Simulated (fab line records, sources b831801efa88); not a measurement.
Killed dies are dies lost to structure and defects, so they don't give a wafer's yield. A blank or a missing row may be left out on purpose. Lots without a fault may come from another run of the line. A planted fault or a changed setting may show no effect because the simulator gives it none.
2 desks, one fault :: flow gf180mcu :: only its own numbers are on each desk; what lay behind them is given at the end

== THE METROLOGY DESK ==
What the gauges read for every lot (on any tool): the sampled wafers with a number, averaged. The brackets show how far a lot's mean lies from the usual mean; more than 4 standard deviations puts the lot out of limits, marked OUT.
Columns: A = V2_OVL at GF_V2_OVL_MEAS_15, usual 6 nm; B = M3_OVL at GF_M3_OVL_MEAS_15, usual -3 nm; C = V3_CVD_02_THK at GF_V3_THK_MEAS_03, usual 850 nm
lot: L309
first seen here: day 22 02:08
A: 9
B: -2
C: 859

lot: L310
first seen here: day 22 19:08
A: 9
B: 0
C: 859

lot: L312
first seen here: day 23 09:08
A: 7
B: -5
C: 856

lot: L313
first seen here: day 23 22:35
A: 8
B: 1
C: 846

lot: L316
first seen here: day 24 10:42
A: -2
B: -13
C: 856

lot: L317
first seen here: day 24 18:35
A: 8
B: -8
C: 846

lot: L319
first seen here: day 25 09:49
A: 15
B: 2
C: 834

lot: L320
first seen here: day 25 23:52
A: 6
B: -2
C: 1658 (+73) OUT

lot: L321
first seen here: day 26 11:32
A: 14
B: 3
C: 1390 (+49) OUT

lot: L323
first seen here: day 26 21:36
A: 3
B: -1
C: 860

lot: L329
first seen here: day 28 14:15
A: 7
B: -6
C: 870
This desk's finding: out of limits on L320, L321; first on L320, day 26 23:29 (V3_CVD_02_THK at GF_V3_THK_MEAS_03). L309, L310, L312, L313, L316, L317, L319, L323, L329: within limits.

== TOOL OWNER'S DESK, pecvd-01 ==
The tool's own readings at GF_V3_CVD_02 (deposits SiO2 from TEOS, target thk 850 nm, time 94.851 s): means of the sampled wafers that have a number, for each lot that ran on this tool. The brackets show how far a lot's mean lies from the usual mean; more than 4 standard deviations puts the lot out of limits, marked OUT.
Columns: A = heater-power-w at GF_V3_CVD_02, usual 647 W
lot: L313
first seen here: day 24 23:26
A: 639

lot: L317
first seen here: day 25 18:56
A: 730

lot: L319
first seen here: day 26 10:14
A: 692

lot: L320
first seen here: day 26 23:25
A: 756

lot: L321
first seen here: day 27 10:53
A: 770
This desk's finding: nothing out of limits on any of the 5 lots.

== ALL TOGETHER ==
L320, L321 would have let the metrology desk raise an alarm at day 26 23:29.
Nothing out of limits was seen by the tool owner's desk.
The tool owner's desk has L320, L321 on record, within its limits.
Of the lots named, all ran GF_V3_CVD_02 on pecvd-01.

== WHAT HAD BEEN PUT IN BY THE SIMULATOR ==
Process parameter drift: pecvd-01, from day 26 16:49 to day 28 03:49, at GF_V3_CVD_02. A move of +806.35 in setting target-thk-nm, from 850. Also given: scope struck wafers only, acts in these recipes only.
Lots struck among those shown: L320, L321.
Time in hours between the start of the fault and the first out-of-limits reading at each desk: metrology desk, 7.
